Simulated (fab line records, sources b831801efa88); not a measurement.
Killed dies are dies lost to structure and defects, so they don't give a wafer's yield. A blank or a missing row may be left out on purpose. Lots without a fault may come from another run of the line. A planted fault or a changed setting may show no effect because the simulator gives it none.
fab line records | flow sky130
record lots=5 wafers=15 last_day=47
route steps=708 shown LI_CONTACT@374 LOCAL_INTERCONNECT@387 CONTACT@406 PAD_OPEN@708
lots that met no fault: from a run of the same line without faults
start_h: hours from the record's first day to the start of the lot's first wafer shown | wait_h: hours since the lot's step before | " the same as in the row above | L1.1+2: a row that stands for several wafers | - no value, or no start given | * or withheld: withheld | < > ~ a bound
route shown NAME@n: a module of which the file shows steps, and the number in the route of the first | usual: mean/standard deviation of fault-free wafers | same: alike in all rows | chamber/n: place in a boat | sites: the reading at each site | _std_site: their standard deviation | _edge_site: outer sites' mean less inner sites' | radius_mm: how far each site lies from the wafer's centre | mask NAME#n: copy n | behind: the tool/chamber that last shaped the wafer | hold: why the lot was held/for how many hours/how that ended | device: the transistor (n, p or np) that didn't switch | end of line: the same wafers' tests at the end of the route | a step without rows: its recipe alone | killed: dies lost to structure and defects at the first sort, not the wafer's yield | map: a wafer's dies, x killed, . not, _ none there
set.NAME: the setting as run; set.NAME@STEP: as run at that earlier step | model.NAME: the simulator's own value behind a step, which no gauge read
lots at some steps of the route; a table a step, a row a wafer
services: from which hour (start_h, from the record's first day; less than 0 if before it) a tool's chamber was out of use, for how many hours, and why
## steps
# step SKY_LI_CONTACT_CD_MEAS_12
# recipe target_cd_nm=170
# usual cd_nm=169.9/1.2
# columns lot.wafer tool chamber start_h wait_h cd_nm
L299.1 cd_sem-01 - 675.64 - 169.8
L299.2 " - " " 169.4
L299.5 " - " " 169.6
L301.2 cd_sem-01 - 687.07 - 167.2
L301.4 " - " " 167.7
L301.6 " - " " 168.0
L303.2 cd_sem-01 - 707.10 - 170.4
L303.4 " - " " 170.6
L303.6 " - " " 170.1
L305.1 cd_sem-01 - 723.90 - 170.6
L305.5 " - " " 172.7
L305.6 " - " " 172.6
L310.2 cd_sem-01 - 764.82 - 170.9
L310.4 " - " " 171.8
L310.5 " - " " 172.5
# step SKY_LI_CONTACT_OVL_MEAS_13
# usual LI_CONTACT_OVL=4/5.5
# columns lot.wafer tool chamber start_h wait_h LI_CONTACT_OVL[nm]
L299.1 overlay-01 - 675.76 0.1 1
L299.2 " - " " 2
L299.5 " - " " 2
L301.2 overlay-01 - 687.18 0.1 9
L301.4 " - " " 7
L301.6 " - " " 9
L303.2 overlay-02 - 707.21 0.1 14
L303.4 " - " " 10
L303.6 " - " " 10
L305.1 overlay-02 - 724.02 0.1 -9
L305.5 " - " " -8
L305.6 " - " " 6
L310.2 overlay-02 - 764.93 0.1 7
L310.4 " - " " 12
L310.5 " - " " 6
# step SKY_LI_CONTACT_ETCH_14
# recipe chemistry=N2/H2 target=BARC ion_energy_ev=200 source_w=500 bias_w=100 pressure_mtorr=30 n2_flow_sccm=100 h2_flow_sccm=200 stop_on=SiO2 time_s=45.9 target_depth_a=600
# step SKY_LI_CONTACT_ETCH_15
# recipe target=PSG chemistry=C4F8/O2/Ar stop_on=Si taper_deg=4.15 mask_material=KrF-thick source_w=1500 bias_w=1200 pressure_mtorr=40 c4f8_flow_sccm=withheld O2_flow_sccm=6 Ar_flow_sccm=300 time_s=withheld target_depth_a=6000
# usual chamber_pressure_mTorr=40.00/0.04 oes_product_au=0.838/0.0046
# columns lot.wafer tool chamber start_h wait_h chamber_pressure_mTorr oes_product_au
L299.1 rie_diel-01 0 675.83 0.0 40.03 0.843
L299.2 " 2 " " 39.96 0.831
L299.5 " 0 " " 39.93 0.834
L301.2 rie_diel-02 2 687.25 0.0 40.02 0.849
L301.4 " 0 " " 40.04 0.839
L301.6 " 3 " " 40.01 0.837
L303.2 rie_diel-02 0 707.28 0.0 40.03 0.835
L303.4 " 1 " " 39.97 0.843
L303.6 " 3 " " 40.06 0.835
L305.1 rie_diel-02 0 724.10 0.0 40.07 0.839
L305.5 " 0 " " 39.98 0.834
L305.6 " 1 " " 39.96 0.835
L310.2 rie_diel-03 2 765.00 0.0 40.02 0.837
L310.4 " 3 " " 40.00 0.835
L310.5 " 3 " " 39.97 0.824
# step SKY_LI_CONTACT_STRIP_16
# recipe chemistry=O2/N2 power_w=1400 pressure_mtorr=1500 platen_temp_c=withheld o2_flow_sccm=3000 n2_flow_sccm=300 overash_fraction=0.5
# step SKY_LI_CONTACT_CLEAN_17
# recipe chemistry=NMP time_s=600 temp_c=60 dry=n2_spin
# step SKY_LI_CONTACT_PRE_CLEAN_18
# recipe gas=Ar time_s=5.6 bias_v=358
# step SKY_LI_CONTACT_SPUTTER_19
# recipe material=Ti target_thk_nm=20 chamber_pressure_pa=5 power_w=2500 substrate_temp_c=200 time_s=106.37
# step SKY_LI_CONTACT_SPUTTER_20
# recipe material=TiN target_thk_nm=20 chamber_pressure_pa=5 power_w=4000 time_s=80
# usual cathode_dc_power_W=4000.0/0.69 throttle_valve_pct=29.9/1.1
# columns lot.wafer tool chamber start_h wait_h cathode_dc_power_W throttle_valve_pct
L299.1 pvd_sputter-01 - 676.29 0.0 3999.8 31.6
L299.2 " - " " 3999.5 30.0
L299.5 " - " " 4000.4 31.6
L301.2 pvd_sputter-01 - 687.72 0.0 4000.2 29.9
L301.4 " - " " 3999.0 31.5
L301.6 " - " " 3999.4 31.2
L303.2 pvd_sputter-02 - 707.77 0.0 4000.6 30.4
L303.4 " - " " 3999.7 27.6
L303.6 " - " " 4000.5 30.3
L305.1 pvd_sputter-04 - 724.56 0.0 3999.9 30.5
L305.5 " - " " 3998.4 29.6
L305.6 " - " " 3999.9 28.5
L310.2 pvd_sputter-02 - 765.66 0.0 4000.2 30.3
L310.4 " - " " 3999.6 27.6
L310.5 " - " " 4000.2 30.1
# step SKY_LI_CONTACT_CVD_21
# recipe material=W target_thk_nm=400 time_s=120.56 temp_c=400 pressure_torr=40
# usual heater_power_w=834/48
# columns lot.wafer tool chamber start_h wait_h heater_power_w
L299.1 cvd_w-02 1 676.35 0.0 831
L299.2 " 0 " " 894
L299.5 " 0 " " 877
L301.2 cvd_w-01 0 687.78 0.0 766
L301.4 " 0 " " 771
L301.6 " 0 " " 782
L303.2 cvd_w-02 1 707.83 0.0 825
L303.4 " 1 " " 820
L303.6 " 0 " " 882
L305.1 cvd_w-01 1 724.62 0.0 855
L305.5 " 1 " " 872
L305.6 " 0 " " 764
L310.2 cvd_w-02 0 765.72 0.0 880
L310.4 " 1 " " 833
L310.5 " 1 " " 836
# step SKY_LI_CONTACT_RS_MEAS_22
# recipe thk_meas_gauge=four-point-probe reads=W_of_LI_CONTACT_CVD_21+TiN_of_LI_CONTACT_SPUTTER_20+Ti_of_LI_CONTACT_SPUTTER_19
# usual LI_CONTACT_W_RS=0.286/0.0042
# columns lot.wafer tool chamber start_h wait_h LI_CONTACT_W_RS[ohm/sq]
L299.1 film_metro-02 - 676.48 0.1 0.285
L299.2 " - " " 0.279
L299.5 " - " " 0.285
L301.2 film_metro-02 - 687.93 0.1 0.289
L301.4 " - " " 0.288
L301.6 " - " " 0.287
L303.2 film_metro-01 - 707.98 0.1 0.287
L303.4 " - " " 0.284
L303.6 " - " " 0.285
L305.1 film_metro-02 - 724.74 0.1 0.291
L305.5 " - " " 0.289
L305.6 " - " " 0.291
L310.2 film_metro-03 - 765.87 0.1 0.277
L310.4 " - " " 0.282
L310.5 " - " " 0.284
# step SKY_LI_CONTACT_THK_MEAS_23
# recipe thk_meas_gauge=xrf reads=W_of_LI_CONTACT_CVD_21
# usual LI_CONTACT_W_THK=394/6.9
# columns lot.wafer tool chamber start_h wait_h LI_CONTACT_W_THK[nm]
L299.1 film_metro-02 - 676.60 0.1 394
L299.2 " - " " 400
L299.5 " - " " 393
L301.2 film_metro-02 - 688.04 0.1 389
L301.4 " - " " 388
L301.6 " - " " 393
L303.2 film_metro-01 - 708.09 0.1 395
L303.4 " - " " 400
L303.6 " - " " 398
L305.1 film_metro-02 - 724.86 0.1 385
L305.5 " - " " 388
L305.6 " - " " 387
L310.2 film_metro-03 - 765.98 0.1 406
L310.4 " - " " 395
L310.5 " - " " 395
# step SKY_LI_CONTACT_CMP_24
# recipe stop_on=PSG t_overpolish_s=20 down_force_psi=3.5 platen_rpm=60 target_thk_nm=0 pad_velocity_m_s=0.94248
# usual motor_current_A=10.9/0.77 overpolish_run_s=20.000/0.0086 retaining_ring_pressure_frac=1.000/0.005 time_to_endpoint_s=99/4.4
# columns lot.wafer tool chamber start_h wait_h motor_current_A overpolish_run_s retaining_ring_pressure_frac time_to_endpoint_s
L299.1 cmp-01 0 676.76 0.1 10.1 20.010 0.998 98
L299.2 " 1 " " 12.3 20.000 1.008 110
L299.5 " 3 " " 10.4 20.006 0.997 98
L301.2 cmp-01 1 688.14 0.1 12.6 20.000 1.002 107
L301.4 " 2 " " 11.1 20.011 0.997 102
L301.6 " 1 " " 12.4 20.002 1.005 105
L303.2 cmp-02 2 708.19 0.1 10.9 19.991 1.001 102
L303.4 " 0 " " 9.6 19.994 0.999 102
L303.6 " 1 " " 11.4 20.008 1.007 93
L305.1 cmp-02 3 724.97 0.1 10.7 19.989 1.009 103
L305.6 " 2 " " 11.1 19.998 0.990 98
L305.5 " 3 " " 10.6 19.997 1.005 101
L310.4 cmp-01 0 766.13 0.1 11.2 19.999 0.998 96
L310.2 " 1 " " 12.0 20.008 1.004 106
L310.5 " 3 " " 10.5 20.002 0.997 94
# step SKY_LOCAL_INTERCONNECT_SPUTTER_00
# recipe material=TiN target_thk_nm=100 temp_c=300 power_w=6500 time_s=83.3 chamber_pressure_pa=0.4
# usual cathode_dc_power_W=6499.9/1.3 substrate_temp_c=300.02/0.22 throttle_valve_pct=30.3/0.83
# columns lot.wafer tool chamber start_h wait_h cathode_dc_power_W substrate_temp_c throttle_valve_pct
L299.1 pvd_sputter-04 - 676.96 0.1 6501.5 299.64 30.5
L299.2 " - " " 6499.9 299.97 29.8
L299.5 " - " " 6501.5 299.98 30.7
L301.2 pvd_sputter-04 - 688.39 0.2 6498.9 300.11 30.7
L301.4 " - " " 6500.5 300.37 28.5
L301.6 " - " " 6499.8 299.63 29.8
L303.2 pvd_sputter-03 - 708.44 0.2 6500.2 300.15 29.1
L303.4 " - " " 6499.4 300.19 29.8
L303.6 " - " " 6499.2 300.34 30.7
L305.1 pvd_sputter-01 - 725.22 0.2 6499.6 300.15 31.0
L305.5 " - " " 6500.8 300.18 29.7
L305.6 " - " " 6499.4 300.18 31.8
L310.2 pvd_sputter-01 - 766.33 0.1 6498.8 299.92 30.0
L310.4 " - " " 6499.9 299.97 31.4
L310.5 " - " " 6498.5 299.91 30.1
# step SKY_LOCAL_INTERCONNECT_RS_MEAS_01
# recipe thk_meas_gauge=four-point-probe reads=TiN_of_LOCAL_INTERCONNECT_SPUTTER_00
# usual LOCAL_INTERCONNECT_TIN_RS=14.10/0.18
# columns lot.wafer tool chamber start_h wait_h LOCAL_INTERCONNECT_TIN_RS[ohm/sq]
L299.1 film_metro-04 - 677.02 0.0 13.95
L299.2 " - " " 14.14
L299.5 " - " " 14.04
L301.2 film_metro-01 - 688.51 0.1 13.81
L301.4 " - " " 13.88
L301.6 " - " " 14.10
L303.2 film_metro-04 - 708.52 0.1 13.98
L303.4 " - " " 14.24
L303.6 " - " " 14.51
L305.1 film_metro-03 - 725.29 0.0 14.07
L305.5 " - " " 14.24
L305.6 " - " " 14.31
L310.2 film_metro-03 - 766.41 0.1 14.12
L310.4 " - " " 14.45
L310.5 " - " " 14.17
# step SKY_LOCAL_INTERCONNECT_THK_MEAS_02
# recipe thk_meas_gauge=xrf reads=TiN_of_LOCAL_INTERCONNECT_SPUTTER_00
# usual LOCAL_INTERCONNECT_TIN_THK=100.1/1.3
# columns lot.wafer tool chamber start_h wait_h LOCAL_INTERCONNECT_TIN_THK[nm]
L299.1 film_metro-04 - 677.14 0.1 100.8
L299.2 " - " " 100.0
L299.5 " - " " 100.6
L301.2 film_metro-01 - 688.62 0.1 102.2
L301.4 " - " " 101.6
L301.6 " - " " 100.2
L303.2 film_metro-04 - 708.63 0.1 100.7
L303.4 " - " " 99.3
L303.6 " - " " 97.0
L305.1 film_metro-03 - 725.41 0.1 100.2
L305.5 " - " " 97.9
L305.6 " - " " 98.8
L310.2 film_metro-03 - 766.52 0.1 99.3
L310.4 " - " " 97.5
L310.5 " - " " 99.6
# step SKY_LOCAL_INTERCONNECT_DEHYDRATE_03
# recipe temp_c=200 time_s=60
# step SKY_LOCAL_INTERCONNECT_HMDS_04
# recipe prime_time_s=60 prime_temp_c=120
# step SKY_LOCAL_INTERCONNECT_COAT_05
# recipe resist=BARC temp_c=withheld time_s=withheld spin_rpm=3000 resist_thk_nm=60
# step SKY_LOCAL_INTERCONNECT_COAT_06
# recipe resist=KrF-thick spin_rpm=3000 resist_thk_nm=450
# step SKY_LOCAL_INTERCONNECT_SOFTBAKE_07
# recipe temp_c=100 time_s=90 resist=KrF-thick
# step SKY_LOCAL_INTERCONNECT_EXPOSE_08
# recipe mask_id=LI1M na=0.8 source_shape=annular sigma_inner=0.55 sigma_outer=0.85 target_cd_nm=170 dose_mj=28
# step SKY_LOCAL_INTERCONNECT_PEB_09
# recipe peb_temp_c=withheld peb_time_s=withheld resist=KrF-thick
# step SKY_LOCAL_INTERCONNECT_DEVELOP_10
# recipe develop_time_s=60 resist=KrF-thick dev_temp_c=21
# step SKY_LOCAL_INTERCONNECT_CD_MEAS_11
# recipe target_cd_nm=170
# usual cd_nm=170.1/1.3
# columns lot.wafer tool chamber start_h wait_h cd_nm
L299.1 cd_sem-02 - 705.49 - 169.9
L299.2 " - " " 169.6
L299.5 " - " " 170.3
L301.2 cd_sem-01 - 715.72 - 168.0
L301.4 " - " " 168.0
L301.6 " - " " 168.1
L303.2 cd_sem-02 - 735.62 - 169.2
L303.4 " - " " 169.3
L303.6 " - " " 168.8
L305.1 cd_sem-01 - 753.36 - 173.0
L305.5 " - " " 172.8
L305.6 " - " " 172.6
L310.2 cd_sem-01 - 792.96 - 169.3
L310.4 " - " " 168.6
L310.5 " - " " 169.9
# step SKY_LOCAL_INTERCONNECT_OVL_MEAS_12
# usual LOCAL_INTERCONNECT_OVL=3/4.6
# columns lot.wafer tool chamber start_h wait_h LOCAL_INTERCONNECT_OVL[nm]
L299.1 overlay-02 - 705.61 0.1 -4
L299.2 " - " " 3
L299.5 " - " " -4
L301.2 overlay-01 - 715.83 0.1 5
L301.4 " - " " 3
L301.6 " - " " 0
L303.2 overlay-01 - 735.72 0.1 7
L303.4 " - " " 9
L303.6 " - " " 7
L305.1 overlay-01 - 753.48 0.1 3
L305.5 " - " " 7
L305.6 " - " " 3
L310.2 overlay-02 - 793.06 0.1 5
L310.4 " - " " -4
L310.5 " - " " 0
# step SKY_LOCAL_INTERCONNECT_ETCH_13
# recipe chemistry=N2/H2 target=BARC ion_energy_ev=200 bias_w=100 pressure_mtorr=30 n2_flow_sccm=100 h2_flow_sccm=200 icp_w=500 stop_on=SiO2 time_s=45.9 target_depth_a=600
# step SKY_LOCAL_INTERCONNECT_METAL_ETCH_14
# recipe target_depth_nm=110 stop_on=PSG chemistry=Cl2/BCl3 target=TiN resist_sidewall_deg=88 pressure_mtorr=10 icp_w=900 bias_w=48.5 Cl2_flow_sccm=60 bcl3_flow_sccm=30 time_s=31.4
# step SKY_LOCAL_INTERCONNECT_STRIP_15
# recipe chemistry=O2/N2 power_w=1400 pressure_mtorr=1500 platen_temp_c=withheld o2_flow_sccm=3000 n2_flow_sccm=300 overash_fraction=0.5
# step SKY_LOCAL_INTERCONNECT_STRIP_16
# recipe chemistry=post_etch_residue_remover time_s=1200 temp_c=72.5
# step SKY_LOCAL_INTERCONNECT_CLEAN_17
# recipe chemistry=IPA time_s=180 temp_c=25
# step SKY_LOCAL_INTERCONNECT_CLEAN_18
# recipe chemistry=O3/DIW dry=n2_spin
# step SKY_CONTACT_CVD_00
# recipe material=Si3N4 target_thk_nm=75 temp_c=400 time_s=withheld rf_w=450
# step SKY_CONTACT_THK_MEAS_01
# recipe reads=Si3N4_of_CONTACT_CVD_00
# usual CONTACT_CVD_00_THK=74.7/1.2
# columns lot.wafer tool chamber start_h wait_h CONTACT_CVD_00_THK[nm]
L299.1 film_metro-04 - 706.64 - 74.8
L299.2 " - " " 74.7
L299.5 " - " " 74.9
L301.2 film_metro-02 - 716.61 - 75.0
L301.4 " - " " 76.7
L301.6 " - " " 76.4
L303.2 film_metro-04 - 736.57 - 73.6
L303.4 " - " " 75.4
L303.6 " - " " 74.2
L305.1 film_metro-02 - 754.25 - 75.8
L305.5 " - " " 77.0
L305.6 " - " " 75.1
L310.2 film_metro-02 - 793.96 - 74.1
L310.4 " - " " 74.8
L310.5 " - " " 74.0
# step SKY_CONTACT_HDPCVD_02
# recipe material=SiO2 target_thk_nm=565 sigma_open_frac=0.3 time_s=94.2 temp_c=600 sih4_flow_sccm=60 pressure_mtorr=6
# step SKY_CONTACT_THK_MEAS_03
# recipe reads=SiO2_of_CONTACT_HDPCVD_02
# usual CONTACT_HDPCVD_THK=565/8.6
# columns lot.wafer tool chamber start_h wait_h CONTACT_HDPCVD_THK[nm]
L299.1 film_metro-02 - 706.77 0.0 564
L299.2 " - " " 576
L299.5 " - " " 564
L301.2 film_metro-04 - 716.74 0.0 558
L301.4 " - " " 562
L301.6 " - " " 565
L303.2 film_metro-04 - 736.70 0.0 557
L303.4 " - " " 556
L303.6 " - " " 558
L305.1 film_metro-04 - 754.38 0.0 564
L305.5 " - " " 559
L305.6 " - " " 563
L310.2 film_metro-04 - 794.12 0.1 559
L310.4 " - " " 560
L310.5 " - " " 559
# step SKY_CONTACT_CMP_04
# recipe material=SiO2 down_force_psi=4 platen_rpm=60 pad_velocity_m_s=0.94248
# usual motor_current_A=11.8/0.84 retaining_ring_pressure_frac=0.999/0.0051 time_to_endpoint_s=86/5.4
# columns lot.wafer tool chamber start_h wait_h motor_current_A retaining_ring_pressure_frac time_to_endpoint_s
L299.2 cmp-02 1 706.88 0.1 12.0 1.005 87
L299.1 " 3 " " 11.6 0.996 93
L299.5 " 1 " " 11.0 1.009 81
L301.2 cmp-02 1 716.79 0.0 12.2 1.000 82
L301.4 " 3 " " 11.6 0.999 89
L301.6 " 2 " " 11.8 0.998 86
L303.4 cmp-02 1 736.75 0.0 12.0 0.999 81
L303.2 " 2 " " 12.1 0.996 86
L303.6 " 1 " " 11.3 0.998 81
L305.1 cmp-02 3 754.49 0.1 11.9 0.998 85
L305.6 " 2 " " 12.4 0.994 85
L305.5 " 3 " " 12.3 0.995 86
L310.2 cmp-02 0 794.22 0.1 11.0 1.000 85
L310.4 " 1 " " 11.0 0.994 77
L310.5 " 0 " " 11.3 0.996 84
# step SKY_CONTACT_BOW_MEAS_05
# recipe mode=bow
# usual CONTACT_BOW=82/6.3
# columns lot.wafer tool chamber start_h wait_h CONTACT_BOW[um]
L299.1 film_metro-04 - 707.13 0.1 76
L299.2 " - " " 88
L299.5 " - " " 83
L301.2 film_metro-01 - 717.11 0.3 73
L301.4 " - " " 79
L301.6 " - " " 79
L303.2 film_metro-02 - 737.07 0.2 82
L303.4 " - " " 80
L303.6 " - " " 85
L305.1 film_metro-04 - 754.74 0.2 86
L305.5 " - " " 80
L305.6 " - " " 75
L310.2 film_metro-04 - 794.49 0.2 82
L310.4 " - " " 82
L310.5 " - " " 83
# step SKY_CONTACT_DEHYDRATE_06
# recipe temp_c=200 time_s=60
# step SKY_CONTACT_HMDS_07
# recipe prime_time_s=60 prime_temp_c=120
# step SKY_CONTACT_COAT_08
# recipe resist=BARC temp_c=withheld time_s=withheld spin_rpm=3000 resist_thk_nm=60
# step SKY_CONTACT_COAT_09
# recipe resist=KrF-thick spin_rpm=3000 resist_thk_nm=450
# step SKY_PAD_OPEN_PROBE_99
# usual killed_at_M0_to_M3=43/6.5 killed_at_M4_up=3.1/1.8 killed_at_contacts=24/5.6 killed_at_front_end=15/4.2 killed_at_other=0.3/0.5 killed_dies=86/8.9 killed_on_rim=17/4.3 killed_open=47/6.9 killed_short=39/5.9
# same gross_dies=492 killed_at_back_side=0
# columns lot.wafer tool chamber start_h wait_h killed_at_M0_to_M3 killed_at_M4_up killed_at_contacts killed_at_front_end killed_at_other killed_dies killed_on_rim killed_open killed_short
L299.1 prober-01 - 1073.52 0.1 51 6 20 11 0 88 20 49 39
L299.2 prober-01 - 1073.57 0.1 52 6 13 24 0 95 14 57 38
L299.5 prober-01 - 1073.72 0.2 43 6 26 20 0 95 18 52 43
L301.2 prober-01 - 1082.90 0.1 42 4 19 16 0 81 9 42 39
L301.4 prober-01 - 1083.00 0.2 41 3 21 23 0 88 11 47 41
L301.6 prober-01 - 1083.10 0.2 54 0 33 19 1 107 25 58 49
L303.2 prober-01 - 1097.03 0.1 50 7 24 12 0 93 18 50 42
L303.4 prober-01 - 1097.13 0.2 34 0 39 21 1 95 22 61 34
L303.6 prober-01 - 1097.23 0.2 37 2 26 26 0 91 20 53 38
L305.1 prober-02 - 1109.93 0.1 52 3 21 23 0 99 19 58 41
L305.5 prober-02 - 1110.13 0.2 39 2 18 22 0 81 21 41 40
L305.6 prober-02 - 1110.18 0.2 41 4 25 10 0 80 12 41 39
L310.2 prober-01 - 1136.65 0.1 34 2 289 11 0 336 60 36 30
L310.4 prober-01 - 1136.75 0.2 36 1 26 21 1 85 18 45 40
L310.5 prober-01 - 1136.80 0.2 49 1 21 13 0 84 19 47 37
# killed by level:class
L299.1 VIA1:geometric_particle:open=12 METAL1:geometric_particle:short=11 VIA2:geometric_particle:open=7 LI_CONTACT:geometric_particle:open=5 CONTACT:geometric_particle:open=5 VIA1:geometric_particle:short=5 METAL4:geometric_particle:short=5 SPACER:geometric_particle:open=4
L299.2 VIA1:geometric_particle:open=13 VIA2:geometric_particle:open=8 FIELD_ISO:geometric_particle:open=7 VIA3:geometric_particle:open=7 VIA3:geometric_particle:short=5 METAL2:geometric_particle:short=5 METAL4:geometric_particle:short=5 FIELD_ISO:geometric_particle:short=4
L299.5 FIELD_ISO:geometric_particle:open=7 LI_CONTACT:geometric_particle:open=7 VIA1:geometric_particle:open=7 VIA3:geometric_particle:short=6 LOCAL_INTERCONNECT:geometric_particle:short=6 CONTACT:geometric_particle:open=6 METAL1:geometric_particle:short=6 METAL2:geometric_particle:short=6
L301.2 VIA1:geometric_particle:open=10 CONTACT:geometric_particle:open=8 VIA2:geometric_particle:open=7 VIA1:geometric_particle:short=6 METAL2:geometric_particle:short=6 FIELD_ISO:geometric_particle:short=4 METAL1:geometric_particle:short=4 FIELD_ISO:geometric_particle:open=3
L301.4 LI_CONTACT:geometric_particle:open=9 VIA1:geometric_particle:short=9 VIA1:geometric_particle:open=9 FIELD_ISO:geometric_particle:short=8 CONTACT:geometric_particle:open=6 VIA2:geometric_particle:open=5 FIELD_ISO:geometric_particle:open=4 LOCAL_INTERCONNECT:geometric_particle:short=4
L301.6 VIA1:geometric_particle:open=11 LI_CONTACT:geometric_particle:open=11 METAL2:geometric_particle:short=9 CONTACT:geometric_particle:open=9 CONTACT:geometric_particle:short=8 VIA2:geometric_particle:open=8 FIELD_ISO:geometric_particle:open=6 METAL1:geometric_particle:short=6
L303.2 VIA1:geometric_particle:open=14 CONTACT:geometric_particle:open=11 METAL2:geometric_particle:short=8 LI_CONTACT:geometric_particle:open=6 METAL4:geometric_particle:short=6 VIA1:geometric_particle:short=5 VIA2:geometric_particle:open=5 CONTACT:geometric_particle:short=4
L303.4 CONTACT:geometric_particle:open=17 LI_CONTACT:geometric_particle:open=11 VIA1:geometric_particle:open=8 VIA3:geometric_particle:open=7 POLY_GATE:geometric_particle:open=5 LOCAL_INTERCONNECT:geometric_particle:short=5 POLY_GATE:geometric_particle:short=4 LI_CONTACT:geometric_particle:short=4
L303.6 VIA1:geometric_particle:open=12 CONTACT:geometric_particle:open=8 LI_CONTACT:geometric_particle:open=6 FIELD_ISO:geometric_particle:open=5 VIA2:geometric_particle:open=5 FIELD_ISO:geometric_particle:short=4 POLY_GATE:geometric_particle:open=4 SPACER:geometric_particle:short=4
L305.1 VIA1:geometric_particle:open=13 LI_CONTACT:geometric_particle:open=12 VIA1:geometric_particle:short=8 VIA2:geometric_particle:open=6 FIELD_ISO:geometric_particle:open=5 FIELD_ISO:geometric_particle:short=5 CONTACT:geometric_particle:open=5 METAL1:geometric_particle:short=5
L305.5 VIA2:geometric_particle:open=9 FIELD_ISO:geometric_particle:short=8 LI_CONTACT:geometric_particle:open=8 METAL3:geometric_particle:short=5 CONTACT:geometric_particle:open=5 METAL1:geometric_particle:short=5 VIA1:geometric_particle:open=5 VIA1:geometric_particle:short=4
L305.6 VIA1:geometric_particle:open=11 LI_CONTACT:geometric_particle:open=8 LOCAL_INTERCONNECT:geometric_particle:short=6 VIA2:geometric_particle:open=5 CONTACT:geometric_particle:short=5 CONTACT:geometric_particle:open=5 POLY_GATE:geometric_particle:open=4 VIA3:geometric_particle:open=4
L310.2 LI_CONTACT:unspecified=270 CONTACT:geometric_particle:open=13 POLY_GATE:geometric_particle:open=7 VIA2:geometric_particle:short=7 VIA3:geometric_particle:open=6 VIA1:geometric_particle:short=4 LI_CONTACT:geometric_particle:short=4 METAL1:geometric_particle:short=3
L310.4 VIA2:geometric_particle:open=11 CONTACT:geometric_particle:open=6 CONTACT:geometric_particle:short=5 POLY_GATE:geometric_particle:short=5 POLY_GATE:geometric_particle:open=5 LI_CONTACT:geometric_particle:open=5 LOCAL_INTERCONNECT:geometric_particle:short=5 FIELD_ISO:geometric_particle:open=4
L310.5 CONTACT:geometric_particle:open=13 VIA1:geometric_particle:open=13 VIA2:geometric_particle:open=8 METAL1:geometric_particle:short=7 METAL2:geometric_particle:short=6 VIA2:geometric_particle:short=5 POLY_GATE:geometric_particle:open=4 POLY_GATE:geometric_particle:short=4
# map L310.2 (x killed, . not)
__________x.xxxx.x.x_________
________xxxx..x..xxxxx_______
______xxxxxxxx...x.xxx.x_____
_____.xx.xxx.xxxx.xxxxx.x____
____x..xxxxx.xxxxxx...x...___
___.xxxx......x..xxx.xxxx..__
__.xxxx.x.xxx.xxx.x.x....x.x_
_xxxxxx.x..xx.xx.xxx..xxxxx.x
_xx...xx.xxxx..xxxxxxx.xxx...
_xxx.xx..xx....xxxx.x.xxxxxxx
_x..xxxxxxxxx.x.xx.xx..xxxx.x
_.xx.x.xx.xx..x.xxxxx..x.xxx.
_xxxx.xxxxxxx..xxx.xxxxxx.xx.
_x.xxxxxxx.xxx...xxxxxx.xxx.x
_x.x.x.xx.xxxxx.xxxxxxxxxx..x
__x.xx.x.xx.xx.xxxxx.xxxxx.x_
___x.xxxxx.x..xxxxxx..xxxxx__
____.xx.x.xxxx.xx..xx.xxxx___
_____....xxx..xx..xxxxxx.____
______x.xxx.xxxx..xxxxxx_____
________xxxxxxxxxx...._______
__________x.x.x..xxx_________
# map L299.2 (x killed, . not)
__________.........._________
________..x........x.._______
______.....xxxx........._____
_____...x.......x.x......____
____.x..x....x.....xx.....___
___.x....x...x....xxx.x....__
__xx.....xx....x............_
_..x...........x..x......x...
_...........x.x......x.x.....
_....x...x.xxx....x.......xx.
_...x....x.x................x
_.x.xx..x..x..xx..........x..
_.....xx...........x........x
_.....x....x.........x..x....
_.x..........x.x..x.x..x..xx.
__..x..x...x......x......x.._
___.........x..............__
____.x...x...xx...........___
_____.xxxx.....x....x....____
______.......x.x....x..._____
________.x...x..xxx..._______
__________x........._________
## services
# columns tool chamber start_h hours kind
pvd_sputter-01 - 652.64 0.7 repair
rie_diel-02 1 653.04 5.7 repair
cmp-01 - 665.37 0.3 repair
cmp-02 - 675.94 1.9 repair
cvd_w-02 - 680.09 14.6 pm
cmp-02 - 688.07 0.6 repair
cmp-02 - 689.87 8.6 pm
pvd_sputter-04 - 696.75 2.5 repair
cmp-02 - 701.02 0.5 repair
rie_diel-02 2 701.54 5.8 repair
rie_diel-02 3 708.49 2.4 repair
cmp-01 - 720.44 3.4 pm
rie_diel-01 0 731.64 6.9 repair
pvd_sputter-04 - 731.81 1.0 repair
rie_diel-03 - 739.79 14.6 pm
pvd_sputter-03 - 741.38 0.8 repair
cmp-02 - 744.11 4.0 pm
cmp-02 - 748.11 - consumable_replace:conditioner
cmp-02 - 748.11 - consumable_replace:pad
cmp-02 - 770.27 2.5 repair
pvd_sputter-02 - 772.52 4.3 repair
cmp-01 - 772.61 15.7 repair
rie_diel-02 2 787.87 7.6 repair
rie_diel-03 1 788.88 2.7 repair
## key
first_sign step=SKY_PAD_OPEN_PROBE_99 reading=killed_at_contacts direction=up sigmas=48 usual=24 struck=289
effect step=SKY_PAD_OPEN_PROBE_99 reading=killed_dies direction=up sigmas=28 usual=86 struck=336
met_at SKY_LI_CONTACT_CMP_24
struck_wafers L310.2
tester_left_out L310
onset_between 688.14 766.13
fault kind=chamber_particle_source tool=cmp-01 chamber=1 onset_h=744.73 steps=SKY_LI_CONTACT_CMP_24 rate_per_visit_cm2=1.7981 end_h=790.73
# tester_left_out: of these lots the tester's yield and bins aren't shown, on N5 and GAA mostly nor the transistor test; their killed dies are dies lost to structure and defects alone, not to doping, threshold or leakage, so they don't give the yield
